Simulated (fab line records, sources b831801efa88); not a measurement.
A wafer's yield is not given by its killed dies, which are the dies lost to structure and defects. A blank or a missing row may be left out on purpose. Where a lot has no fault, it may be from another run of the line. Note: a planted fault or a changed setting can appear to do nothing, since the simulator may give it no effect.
Commonality check across tools :: flow gf180mcu :: 42 wafers sampled across 12 lots

REASON FOR OPENING
At GF_HV_LDD_TW_MEAS_11 the reading HV_LDD_TW is flagged on 2 of 12 lots. Fault-free wafers read 2414, with a standard deviation of 17.
Rule: a lot is flagged when every wafer of it that has a number lies more than 4 standard deviations from that mean, or none has a number. The other lots count as sound.

lot: L753
measured: day 10 00:15
on: filmMetro-02
HV_LDD_TW, wafer by wafer: 2424 2414 2425
flag: 

lot: L754
measured: day 10 05:59
on: filmMetro-02
HV_LDD_TW, wafer by wafer: 2412 2426 2402
flag: 

lot: L756
measured: day 10 23:48
on: filmMetro-04
HV_LDD_TW, wafer by wafer: 2418 2418 2425
flag: 

lot: L759
measured: day 11 18:28
on: filmMetro-04
HV_LDD_TW, wafer by wafer: 2428 2438 2428
flag: 

lot: L760
measured: day 12 03:25
on: filmMetro-04
HV_LDD_TW, wafer by wafer: 2422 2414 2412
flag: 

lot: L761
measured: day 12 11:49
on: filmMetro-04
HV_LDD_TW, wafer by wafer: 2417 2426 2416
flag: 

lot: L764
measured: day 13 10:40
on: filmMetro-02
HV_LDD_TW, wafer by wafer: 2418 2412 2418
flag: 

lot: L766
measured: day 13 21:52
on: filmMetro-02
HV_LDD_TW, wafer by wafer: 2310 2297 2301 2302 2304 2320
flag: FLAGGED

lot: L768
measured: day 14 15:17
on: filmMetro-01
HV_LDD_TW, wafer by wafer: 2262 2262 2266 2270 2255 2275
flag: FLAGGED

lot: L774
measured: day 16 11:55
on: filmMetro-02
HV_LDD_TW, wafer by wafer: 2428 2434 2429
flag: 

lot: L775
measured: day 16 16:50
on: filmMetro-02
HV_LDD_TW, wafer by wafer: 2442 2445 2436
flag: 

lot: L776
measured: day 17 01:43
on: filmMetro-04
HV_LDD_TW, wafer by wafer: 2408 2409 2406
flag: 
On average the flagged lots' numbers are 2285, which is -129 against the usual, or -8 standard deviations.

WHICH TOOL RAN EACH LOT
The record keeps 1 process step preceding the reading, out of 602 steps on the route. In each cell: the tool, then ch and the chambers that the sampled wafers went through, then the start.
lot: L753
flag: 
GF_HV_LDD_IMPLANT_09: implanter-03 ch 0, day 10 00:00

lot: L754
flag: 
GF_HV_LDD_IMPLANT_09: implanter-04 ch 0, day 10 05:46

lot: L756
flag: 
GF_HV_LDD_IMPLANT_09: implanter-03 ch 0, day 10 23:33

lot: L759
flag: 
GF_HV_LDD_IMPLANT_09: implanter-04 ch 0, day 11 18:14

lot: L760
flag: 
GF_HV_LDD_IMPLANT_09: implanter-04 ch 0, day 12 03:11

lot: L761
flag: 
GF_HV_LDD_IMPLANT_09: implanter-04 ch 0, day 12 11:34

lot: L764
flag: 
GF_HV_LDD_IMPLANT_09: implanter-03 ch 0, day 13 10:26

lot: L766
flag: FLAGGED
GF_HV_LDD_IMPLANT_09: implanter-04 ch 0, day 13 21:38

lot: L768
flag: FLAGGED
GF_HV_LDD_IMPLANT_09: implanter-04 ch 0, day 14 15:02

lot: L774
flag: 
GF_HV_LDD_IMPLANT_09: implanter-02 ch 0, day 16 11:40

lot: L775
flag: 
GF_HV_LDD_IMPLANT_09: implanter-03 ch 0, day 16 16:37

lot: L776
flag: 
GF_HV_LDD_IMPLANT_09: implanter-03 ch 0, day 17 01:28
These steps, and what they do:
- GF_HV_LDD_IMPLANT_09
- GF_HV_LDD_TW_MEAS_11

FLAGGED AGAINST TOTAL, ONE TOOL AT A TIME (gauges that did the reading follow at the end)
step: GF_HV_LDD_IMPLANT_09
tool: implanter-02
lots run: 1
flagged: 0
share of the flagged lots: none
sound lots run after its first flagged lot: -

step: GF_HV_LDD_IMPLANT_09
tool: implanter-03
lots run: 5
flagged: 0
share of the flagged lots: none
sound lots run after its first flagged lot: -

step: GF_HV_LDD_IMPLANT_09
tool: implanter-04
lots run: 6
flagged: 2
share of the flagged lots: all
sound lots run after its first flagged lot: 0

step: GF_HV_LDD_TW_MEAS_11
tool: filmMetro-01
lots run: 1
flagged: 1
share of the flagged lots: some
sound lots run after its first flagged lot: 0

step: GF_HV_LDD_TW_MEAS_11
tool: filmMetro-02
lots run: 6
flagged: 1
share of the flagged lots: some
sound lots run after its first flagged lot: 2 (L774,L775)

step: GF_HV_LDD_TW_MEAS_11
tool: filmMetro-04
lots run: 5
flagged: 0
share of the flagged lots: none
sound lots run after its first flagged lot: -

WHAT THE TABLE ALLOWS
1 row of the table ran every flagged lot: implanter-04 at GF_HV_LDD_IMPLANT_09.
- implanter-04 at GF_HV_LDD_IMPLANT_09: 2 of its 6 lots flagged. Its last sound lot is L761 (day 12 11:34), its first flagged lot L766 (day 13 21:38): a fault that began between those two fits. Its own readings (beamEnergyKeV) fall more than 4 standard deviations out on all wafers of the flagged lots.
One tool is left: implanter-04 at GF_HV_LDD_IMPLANT_09.

WHAT THE SIMULATOR HAD PUT IN
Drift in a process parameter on implanter-04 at GF_HV_LDD_IMPLANT_09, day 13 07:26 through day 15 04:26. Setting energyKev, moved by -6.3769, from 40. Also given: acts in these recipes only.
Shown lots that were struck: L766, L768. Same finding as the rule above.
